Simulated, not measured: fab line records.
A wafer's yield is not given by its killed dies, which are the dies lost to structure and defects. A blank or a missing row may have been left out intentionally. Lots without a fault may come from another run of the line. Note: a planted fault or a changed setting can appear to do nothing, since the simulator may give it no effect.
A single fault, viewed from 2 desks / flow sfq line / only its own numbers are on each desk; what lay behind them is given at the end

== DESK OF THE TOOL OWNER: rie diel-01 ==
The tool's own readings at SFQ_TRILAYER_I0_VIA_BARC_OPEN_VIA_ETCH_046 (etches BARC in O2, target depth 125 nm, time 41.7 s): means of the sampled wafers that have a number, for each lot that ran on this tool. If a lot's mean is further than 4 standard deviations from the usual mean, the lot is out of limits and carries the mark OUT (the distance appears in the brackets).
Columns: A = drypump motor current A at SFQ_TRILAYER_I0_VIA_BARC_OPEN_VIA_ETCH_046, usual 5.9 A; B = oes product au at SFQ_TRILAYER_I0_VIA_BARC_OPEN_VIA_ETCH_046, usual 0.685 a.u.
lot=L355; first seen here=day 19 19:32; A=6.1; B=0.689
lot=L357; first seen here=day 20 04:28; A=6.0; B=0.681
lot=L367; first seen here=day 26 03:31; A=5.3; B=0.686
lot=L368; first seen here=day 26 19:26; A=6.0; B=0.684
This desk found nothing out of limits on any of the 4 lots.

== AT THE METROLOGY DESK ==
Lot by lot, what the gauges showed, no matter which tool ran the lot: averages of those sampled wafers that carry a number. If a lot's mean is further than 4 standard deviations from the usual mean, the lot is out of limits and carries the mark OUT (the distance appears in the brackets).
Columns: A = I0_BOW at SFQ_I0_BOW_MEAS_907, usual 1 um; B = I0_OVL at SFQ_I0_OVL_MEAS_908, usual 3 nm
lot=L352; first seen here=day 12 22:37; A=6; B=3
lot=L355; first seen here=day 13 17:10; A=1; B=-1
lot=L357; first seen here=day 14 02:46; A=5; B=1
lot=L365; first seen here=day 18 08:40; A=8; B=3
lot=L367; first seen here=day 19 14:02; A=-3; B=7
lot=L368; first seen here=day 19 23:13; A=6; B=9
This desk found nothing out of limits on any of the 6 lots.

== BROUGHT TOGETHER ==
The desk of the tool owner found nothing out of limits.
At the metrology desk, nothing out of limits was observed.

== WHAT HAD BEEN PUT IN BY THE SIMULATOR ==
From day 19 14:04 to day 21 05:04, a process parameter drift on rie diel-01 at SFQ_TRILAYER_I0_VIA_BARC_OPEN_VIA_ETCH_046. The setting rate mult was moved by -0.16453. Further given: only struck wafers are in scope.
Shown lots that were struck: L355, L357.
